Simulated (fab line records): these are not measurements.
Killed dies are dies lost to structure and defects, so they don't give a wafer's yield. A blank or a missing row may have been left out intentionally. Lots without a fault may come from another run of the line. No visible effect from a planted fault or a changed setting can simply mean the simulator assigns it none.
Matching of chambers    flow gf180mcu    GF_STI_ETCH_13 on rie-diel-02 has 4 sister chambers
The step etches the open film in CHF3/O2, stops on Si, target depth 282.31 nm, time 112.9 s. 7 wafers are shown with their chamber, then 7 later ones without.

== EACH WAFER AND ITS CHAMBER ==
wafer   chamber  drypump-motor-current-A (A)  chf3-flow-sccm (sccm)
L792.5  0        5.1                          49.80
L794.1  3        4.9                          49.94
L796.1  2        5.1                          50.26
L797.2  3        4.9                          49.94
L797.5  1        6.0                          50.00
L801.2  2        5.0                          50.23
L801.5  1        6.1                          50.07

== WAFERS WHOSE CHAMBER IS MISSING ==
wafer   drypump-motor-current-A (A)  chf3-flow-sccm (sccm)
L801.6  5.1                          50.08
L802.1  5.1                          49.72
L802.2  4.9                          49.93
L802.5  4.9                          49.94
L812.1  5.0                          50.11
L812.2  6.1                          50.12
L812.6  6.0                          49.95

== THE CHAMBER EACH PASSED THROUGH ==
wafer   from the rows above      in truth
L801.6  can't be placed: 2 or 3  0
L802.1  0                        0
L802.2  3                        3
L802.5  3                        3
L812.1  can't be placed: 2 or 3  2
L812.2  1                        1
L812.6  1                        1
Placed correctly: 5 of 7. Not placeable from these rows: 2 (in 1, the candidates include the true chamber). Number placed wrongly: 0.
How it was worked out, from the rows above alone: a wafer's distance from a chamber is the root of the sum, over the readings, of the square of ((its reading less the chamber's mean) divided by the reading's scatter). The wafer belongs to the nearest chamber; if the next one is less than 2 further off, it can't be placed. The mean given for a chamber averages the wafers shown for that chamber. The scatter: take each reading less its chamber's mean, square it, sum over the shown wafers, divide by the number of wafers less the number of chambers, and take the root.
